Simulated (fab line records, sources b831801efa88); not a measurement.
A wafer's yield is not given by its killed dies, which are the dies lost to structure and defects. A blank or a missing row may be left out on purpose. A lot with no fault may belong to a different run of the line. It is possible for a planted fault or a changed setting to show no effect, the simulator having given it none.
fab line records	flow sky130
[record] lots = 14	wafers = 42	last-day = 50
route steps=708 shown VT_ADJUST_HVTR@135 METAL2@501 VIA2@527
lots untouched by any fault: they come from a run of this same line in which no faults occurred
start-h: hours from the record's first day to the start of the lot's first wafer shown	wait-h: hours from the lot's prior step to this one	" the same as in the row above	L1.1+2: a row that stands for several wafers	- no value, or no start given	* or withheld: withheld	< > ~ a bound
route shown NAME@n: NAME is a module with steps in the file, n the number in the route of the first one	usual: mean/standard deviation taken from wafers without a fault	same: alike in all rows	chamber/n: place in a boat	sites: each site's reading	_std_site: the standard deviation of these	_edge_site: the outer-site mean with the inner-site mean subtracted	radius-mm: how far each site lies from the wafer's centre	mask NAME#n: copy n	behind: tool/chamber where the wafer was last shaped	hold: what put the lot on hold/how long, in hours/how the hold closed	device: the transistor (n, p or np) that didn't switch	end of line: tests of these same wafers at the route's end	a step given without rows: its recipe and nothing more	killed: at the first sort, the dies lost to defects and structure; wafer yield is something else	map: a wafer's dies, x killed, . not, _ none there
set.NAME: the setting that was run; set.NAME@STEP: the one run at that earlier step	model.NAME: the simulator's own value behind a step, which no gauge read
a sample of lots followed through the steps of the route, with each step as a table and each wafer as a row
services: a tool's chamber out of use, with start hour (start-h, from the record's first day; less than 0 if before it), hours out, and reason
[[steps]]
[step SKY_VT_ADJUST_HVTR_EXPOSE_04]
[recipe] mask-id = HVTRM	target-cd-nm = 380	na = 0.6	source-shape = conventional	sigma-outer = 0.6	dose-mj = 150
[usual] exposure-dose-mJ-cm2 = 150.06/0.21	focus-offset-nm = 0.0/0.46
lot.wafer	tool	chamber	start-h	wait-h	mask	exposure-dose-mJ-cm2	focus-offset-nm
L721.2	iline-stepper-01	0	196.32	-	HVTRM#0	150.08	0.1
L721.3	"	0	"	"	HVTRM#0	149.86	-0.4
L721.6	"	0	"	"	HVTRM#0	150.15	-0.7
L722.3	iline-stepper-01	0	201.27	-	HVTRM#0	150.07	-0.4
L722.5	"	0	"	"	HVTRM#0	149.88	0.0
L722.6	"	0	"	"	HVTRM#0	149.90	0.6
L723.1	iline-stepper-01	0	208.45	-	HVTRM#0	149.89	-0.4
L723.3	"	0	"	"	HVTRM#0	149.93	0.3
L723.4	"	0	"	"	HVTRM#0	149.65	-0.1
L724.2	iline-stepper-02	0	217.34	-	HVTRM#0	149.98	0.5
L724.4	"	0	"	"	HVTRM#0	150.04	0.0
L724.6	"	0	"	"	HVTRM#0	150.01	-0.4
L725.3	iline-stepper-01	0	221.72	-	HVTRM#0	149.84	0.0
L725.4	"	0	"	"	HVTRM#0	150.01	-0.4
L725.5	"	0	"	"	HVTRM#0	149.92	-0.4
L728.2	iline-stepper-02	0	239.13	-	HVTRM#0	149.96	-0.5
L728.3	"	0	"	"	HVTRM#0	149.88	-0.5
L728.6	"	0	"	"	HVTRM#0	150.00	-0.6
L730.2	iline-stepper-02	0	251.15	-	HVTRM#0	150.24	0.5
L730.3	"	0	"	"	HVTRM#0	150.07	0.6
L730.4	"	0	"	"	HVTRM#0	150.33	0.5
L731.1	iline-stepper-02	0	261.75	-	HVTRM#0	150.39	-0.4
L731.4	"	0	"	"	HVTRM#0	150.36	-0.3
L731.5	"	0	"	"	HVTRM#0	150.47	0.2
L732.2	iline-stepper-02	0	269.40	-	HVTRM#0	150.19	-0.2
L732.3	"	0	"	"	HVTRM#0	150.18	0.2
L732.4	"	0	"	"	HVTRM#0	150.28	-0.1
L739.2	iline-stepper-01	0	320.65	-	HVTRM#0	150.14	0.3
L739.4	"	0	"	"	HVTRM#0	149.86	-0.8
L739.6	"	0	"	"	HVTRM#0	149.86	-0.1
L741.1	iline-stepper-01	-	342.23	-	HVTRM#0	-	-
L741.3	"	-	"	"	HVTRM#0	-	-
L741.4	"	-	"	"	HVTRM#0	-	-
L742.1	iline-stepper-02	-	349.46	-	HVTRM#0	-	-
L742.4	"	-	"	"	HVTRM#0	-	-
L742.5	"	-	"	"	HVTRM#0	-	-
L743.1	iline-stepper-02	0	350.88	-	HVTRM#0	150.02	0.0
L743.3	"	0	"	"	HVTRM#0	149.99	0.9
L743.4	"	0	"	"	HVTRM#0	150.00	0.9
L744.2	iline-stepper-02	0	354.27	-	HVTRM#0	150.17	-0.4
L744.4	"	0	"	"	HVTRM#0	149.99	0.4
L744.5	"	0	"	"	HVTRM#0	150.18	-0.8
[step SKY_METAL2_ETCH_18]
[recipe] chemistry = N2/H2	target = BARC	ion-energy-ev = 200	bias-w = 100	pressure-mtorr = 30	n2-flow-sccm = 100	h2-flow-sccm = 200	icp-w = 500	stop-on = SiO2	time-s = 45.9	target-depth-a = 600
[usual] drypump-motor-current-A = 5.6/0.63	oes-product-au = 0.854/0.0048	throttle-valve-pct = 13.225/0.0093
[same] time-s = 45.9
lot.wafer	tool	chamber	start-h	wait-h	drypump-motor-current-A	oes-product-au	rf-hours-counter-h	throttle-valve-pct
L721.2	rie-metal-02	0	819.42	0.0	5.4	0.861	14	13.223
L721.3	"	0	"	"	5.4	0.863	-	13.221
L721.6	"	0	"	"	5.4	0.860	-	13.235
L722.3	rie-metal-04	1	828.36	0.0	5.3	0.851	-	13.230
L722.5	"	0	"	"	6.6	0.849	-	13.220
L722.6	"	1	"	"	5.3	0.856	-	13.209
L723.1	rie-metal-04	1	838.16	0.0	5.3	0.858	7	13.217
L723.3	"	1	"	"	5.3	0.855	-	13.228
L723.4	"	0	"	"	6.6	0.858	-	13.223
L724.2	rie-metal-02	0	847.09	0.0	5.4	0.860	15	13.212
L724.4	"	1	"	"	4.8	0.855	-	13.215
L724.6	"	0	"	"	5.4	0.855	-	13.210
L725.3	rie-metal-02	0	850.61	0.0	5.4	0.863	-	13.205
L725.4	"	1	"	"	4.8	0.855	-	13.223
L725.5	"	1	"	"	4.8	0.855	-	13.201
L728.2	rie-metal-04	1	867.46	0.0	5.3	0.852	8	13.221
L728.3	"	0	"	"	6.6	0.856	-	13.223
L728.6	"	0	"	"	6.6	0.857	-	13.226
L730.2	rie-metal-03	0	885.16	0.0	5.2	0.853	10	13.229
L730.3	"	1	"	"	6.2	0.857	-	13.208
L730.4	"	0	"	"	5.2	0.852	-	13.236
L731.1	rie-metal-04	1	893.74	0.0	5.3	0.848	9	13.231
L731.4	"	1	"	"	5.3	0.854	-	13.243
L731.5	"	0	"	"	6.6	0.858	-	13.231
L732.2	rie-metal-02	0	903.97	0.0	5.4	0.858	18	13.222
L732.3	"	1	"	"	4.8	0.858	-	13.243
L732.4	"	0	"	"	5.5	0.853	-	13.229
L739.2	rie-metal-02	1	953.67	0.0	4.8	0.847	19	13.230
L739.4	"	0	"	"	5.4	0.859	-	13.238
L739.6	"	1	"	"	4.8	0.854	-	13.223
L741.1	rie-metal-04	1	965.72	0.0	5.3	0.849	13	13.217
L741.3	"	0	"	"	6.6	0.845	-	13.226
L741.4	"	1	"	"	5.3	0.856	-	13.226
L742.1	rie-metal-04	0	975.69	0.0	6.6	0.854	19	13.232
L742.4	"	0	"	"	6.6	0.848	-	13.204
L742.5	"	1	"	"	5.3	0.849	-	13.250
L743.1	rie-metal-03	0	977.59	0.0	5.2	0.857	15	13.231
L743.3	"	0	"	"	5.2	0.849	-	13.241
L743.4	"	1	"	"	6.3	0.856	-	13.212
L744.2	rie-metal-02	1	980.67	0.0	4.8	0.849	20	13.234
L744.4	"	0	"	"	5.4	0.859	-	13.221
L744.5	"	0	"	"	5.4	0.854	-	13.226
[step SKY_VIA2_SPUTTER_20]
[recipe] material = TiN	target-thk-nm = 20	chamber-pressure-pa = 5	power-w = 4000	time-s = 80
[usual] throttle-valve-pct = 29.8/1
[same] time-s = 80
lot.wafer	tool	chamber	start-h	wait-h	throttle-valve-pct
L721.2	pvd-sputter-02	-	847.60	0.0	29.7
L721.3	"	-	"	"	28.7
L721.6	"	-	"	"	29.6
L722.3	pvd-sputter-02	-	856.08	0.0	28.6
L722.5	"	-	"	"	28.0
L722.6	"	-	"	"	29.5
L723.1	pvd-sputter-01	-	866.08	0.0	29.5
L723.3	"	-	"	"	29.6
L723.4	"	-	"	"	28.3
L724.2	pvd-sputter-02	-	875.28	0.0	28.2
L724.4	"	-	"	"	29.7
L724.6	"	-	"	"	29.5
L725.3	pvd-sputter-04	-	879.09	0.0	30.5
L725.4	"	-	"	"	32.5
L725.5	"	-	"	"	29.6
L728.2	pvd-sputter-04	-	894.83	0.0	29.7
L728.3	"	-	"	"	32.5
L728.6	"	-	"	"	30.2
L730.2	pvd-sputter-04	-	912.53	0.0	32.5
L730.3	"	-	"	"	29.7
L730.4	"	-	"	"	30.6
L731.1	pvd-sputter-02	-	921.83	0.0	29.3
L731.4	"	-	"	"	29.6
L731.5	"	-	"	"	28.8
L732.2	pvd-sputter-01	-	930.39	0.0	29.8
L732.3	"	-	"	"	29.7
L732.4	"	-	"	"	28.3
L739.2	pvd-sputter-04	-	979.58	0.0	30.4
L739.4	"	-	"	"	29.8
L739.6	"	-	"	"	30.0
L741.1	pvd-sputter-01	-	991.84	0.0	29.5
L741.3	"	-	"	"	28.3
L741.4	"	-	"	"	29.9
L742.1	pvd-sputter-01	-	1001.35	0.0	28.6
L742.4	"	-	"	"	30.7
L742.5	"	-	"	"	28.3
L743.1	pvd-sputter-04	-	1003.84	0.0	30.0
L743.3	"	-	"	"	30.8
L743.4	"	-	"	"	32.6
L744.2	pvd-sputter-04	-	1006.62	0.0	30.2
L744.4	"	-	"	"	29.5
L744.5	"	-	"	"	30.5
[step SKY_VIA2_RS_MEAS_22]
[recipe] thk-meas-gauge = four-point-probe	reads = W_of_VIA2_CVD_21+TiN_of_VIA2_SPUTTER_20
[usual] VIA2_W_RS = 0.2734/0.0026
lot.wafer	tool	chamber	start-h	wait-h	VIA2_W_RS[ohm/sq]
L721.2	film-metro-04	-	847.81	0.1	0.2743
L721.3	"	-	"	"	0.2730
L721.6	"	-	"	"	0.2748
L722.3	film-metro-03	-	856.31	0.1	0.2729
L722.5	"	-	"	"	0.2744
L722.6	"	-	"	"	0.2715
L723.1	film-metro-02	-	866.27	0.1	0.2686
L723.3	"	-	"	"	0.2730
L723.4	"	-	"	"	0.2686
L724.2	film-metro-04	-	875.49	0.1	0.2772
L724.4	"	-	"	"	0.2769
L724.6	"	-	"	"	0.2735
L725.3	film-metro-04	-	879.32	0.1	0.2765
L725.4	"	-	"	"	0.2776
L725.5	"	-	"	"	0.2778
L728.2	film-metro-02	-	895.04	0.1	0.2718
L728.3	"	-	"	"	0.2739
L728.6	"	-	"	"	0.2743
L730.2	film-metro-02	-	912.74	0.1	0.2738
L730.3	"	-	"	"	0.2734
L730.4	"	-	"	"	0.2696
L731.1	film-metro-02	-	922.03	0.1	0.2750
L731.4	"	-	"	"	0.2707
L731.5	"	-	"	"	0.2734
L732.2	film-metro-03	-	930.60	0.1	0.2701
L732.3	"	-	"	"	0.2698
L732.4	"	-	"	"	0.2724
L739.2	film-metro-04	-	979.80	0.1	0.2736
L739.4	"	-	"	"	0.2739
L739.6	"	-	"	"	0.2759
L741.1	film-metro-04	-	992.03	0.1	0.2752
L741.3	"	-	"	"	0.2776
L741.4	"	-	"	"	0.2739
L742.1	film-metro-02	-	1001.54	0.1	0.2718
L742.4	"	-	"	"	0.2738
L742.5	"	-	"	"	0.2742
L743.1	film-metro-04	-	1004.03	0.1	0.2759
L743.3	"	-	"	"	0.2753
L743.4	"	-	"	"	0.2724
L744.2	film-metro-04	-	1006.83	0.1	0.2741
L744.4	"	-	"	"	0.2678
L744.5	"	-	"	"	0.2743
[[services]]
tool	chamber	start-h	hours	kind
rie-metal-02	-	184.20	1.0	repair
iline-stepper-01	-	191.74	4.4	pm
iline-stepper-02	-	191.95	0.6	repair
iline-stepper-02	-	202.75	1.7	pm
iline-stepper-01	-	216.73	2.1	pm
iline-stepper-01	-	250.77	0.8	pm
pvd-sputter-04	-	281.93	1.1	repair
iline-stepper-01	-	329.80	1.7	pm
pvd-sputter-04	-	337.26	1.8	repair
iline-stepper-02	-	420.93	1.7	pm
iline-stepper-02	-	426.38	1.7	repair
rie-metal-04	1	476.55	11.7	repair
pvd-sputter-04	-	477.50	7.7	repair
rie-metal-04	-	530.57	2.8	pm
rie-metal-04	-	534.75	0.4	repair
iline-stepper-01	-	547.98	1.7	pm
iline-stepper-02	-	565.90	0.6	repair
iline-stepper-02	-	639.11	1.7	pm
iline-stepper-02	-	850.46	5.8	repair
iline-stepper-02	-	854.85	1.5	repair
iline-stepper-02	-	857.29	1.7	pm
iline-stepper-02	-	861.25	7.9	repair
iline-stepper-02	-	869.14	2.1	pm
iline-stepper-02	-	958.01	4.4	pm
[[key]]
[first-sign] step = SKY_VT_ADJUST_HVTR_EXPOSE_04	reading = tool-record	direction = missing
effect none on later readings
met-at SKY_VT_ADJUST_HVTR_EXPOSE_04
struck-lots L741,L742
sort-left-out L741.1,L741.3,L741.4,L742.1,L742.4,L742.5
tester-left-out L741,L742
not-acting-at SKY_METAL2_ETCH_18,SKY_VIA2_SPUTTER_20,SKY_VIA2_RS_MEAS_22
onset-between 320.65 342.23
[fault] kind = skipped-step-whole	tool = iline-stepper-01,iline-stepper-02	chamber = -	onset-h = 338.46	steps = SKY_VT_ADJUST_HVTR_EXPOSE_04	scope = struck-lots-only
// tester-left-out: of these lots the tester's yield and bins aren't shown, on N5 and GAA mostly nor the transistor test; their killed dies are dies lost to structure and defects alone, not to doping, threshold or leakage, so they don't give the yield
// sort-left-out: the simulated sort isn't trusted on such a fault, so these wafers' sort isn't shown, and their yield isn't known
